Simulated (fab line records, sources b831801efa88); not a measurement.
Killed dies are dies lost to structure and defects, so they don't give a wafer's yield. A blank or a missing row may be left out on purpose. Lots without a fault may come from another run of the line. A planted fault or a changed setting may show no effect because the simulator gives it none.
Chamber matching | flow gf180mcu | GF_V3_ETCH_16 on rie_diel-04: 4 sister chambers
The step etches BARC in N2/H2. 4 wafers are shown with their chamber, then 8 later ones without.

WAFERS WITH THEIR CHAMBER
wafer  | chamber | n2_flow_sccm (sccm)
L079.4 | 2       | 99.75
L084.1 | 1       | 100.28
L084.5 | 3       | 99.89
L086.3 | 0       | 99.83

WAFERS WITHOUT THEIR CHAMBER
wafer  | n2_flow_sccm (sccm)
L086.5 | 100.15
L086.6 | 100.06
L088.1 | 99.74
L088.2 | 99.60
L088.3 | 100.26
L095.1 | 100.41
L095.4 | 99.84
L095.6 | 99.66

WHICH CHAMBER EACH WENT THROUGH
wafer  | from the rows above               | in truth
L086.5 | can't be placed: 1 or 3 or 0      | 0
L086.6 | can't be placed: 3 or 1 or 0 or 2 | 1
L088.1 | can't be placed: 2 or 0 or 3      | 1
L088.2 | can't be placed: 2 or 0 or 3      | 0
L088.3 | 1                                 | 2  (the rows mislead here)
L095.1 | 1                                 | 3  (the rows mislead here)
L095.4 | can't be placed: 0 or 3 or 2      | 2
L095.6 | can't be placed: 2 or 0 or 3      | 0
Placed correctly: 0 of 8. Can't be placed from these rows: 6 (the true chamber is among the candidates in 5). Placed wrongly: 2.
How it was worked out, from the rows above alone: a wafer's distance from a chamber is the root of the sum, over the readings, of the square of ((its reading less the chamber's mean) divided by the reading's scatter). The wafer belongs to the nearest chamber; if the next one is less than 2 further off, it can't be placed. A chamber's mean is the mean of its shown wafers. The scatter: with one shown wafer a chamber, the root of the mean of the squares of how far each hidden wafer lies from its nearest shown one.
